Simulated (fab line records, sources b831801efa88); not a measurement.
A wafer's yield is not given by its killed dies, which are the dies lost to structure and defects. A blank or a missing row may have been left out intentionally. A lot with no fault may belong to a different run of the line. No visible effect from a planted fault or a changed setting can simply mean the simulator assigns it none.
Matching of chambers    flow gf180mcu    4 sister chambers for GF_V5_CMP_04 on cmp-01
The step polishes SiO2. 8 wafers are shown with their chamber, then 11 later ones without.

WAFERS PAIRED WITH THEIR CHAMBERS
wafer   chamber  motorCurrentA (A)  edgeZonePressureFrac
L083.2  2        13.0               1.001
L083.5  0        13.3               0.994
L084.5  3        10.9               0.997
L084.6  2        12.3               1.005
L087.2  0        12.7               1.001
L087.4  1        11.2               0.997
L087.6  3        10.3               1.003
L089.3  1        11.8               1.004

WAFERS WITH NO CHAMBER GIVEN
wafer   motorCurrentA (A)  edgeZonePressureFrac
L089.4  13.0               0.994
L089.6  12.8               0.995
L090.2  11.2               1.005
L090.3  10.8               1.004
L090.5  12.9               1.006
L092.1  12.9               1.001
L092.2  11.6               0.997
L092.6  11.1               0.995
L097.3  11.4               0.997
L097.4  13.3               0.995
L097.5  13.2               0.999

WHICH CHAMBER EACH WENT THROUGH
wafer   from the rows above           in truth
L089.4  can't be placed: 0 or 2       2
L089.6  can't be placed: 0 or 2       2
L090.2  can't be placed: 1 or 3       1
L090.3  can't be placed: 3 or 1       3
L090.5  can't be placed: 2 or 0       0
L092.1  can't be placed: 2 or 0       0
L092.2  can't be placed: 1 or 3 or 2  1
L092.6  can't be placed: 1 or 3       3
L097.3  can't be placed: 1 or 3       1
L097.4  can't be placed: 0 or 2       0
L097.5  can't be placed: 0 or 2       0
Correct placement for 0 of the 11. Cannot be placed on the basis of these rows: 11; the candidates contain the true chamber in 11. Number placed wrongly: 0.
How it was worked out, from the rows above alone: a wafer's distance from a chamber is the root of the sum, over the readings, of the square of ((its reading less the chamber's mean) divided by the reading's scatter). If the next closest chamber is less than 2 further off than the closest, the wafer can't be placed; otherwise it belongs to the closest. For every chamber, the mean is computed from those of its wafers that are shown. The scatter: the root of (the sum of the squares of (reading less its chamber's mean) over the shown wafers, divided by (wafers less chambers)).
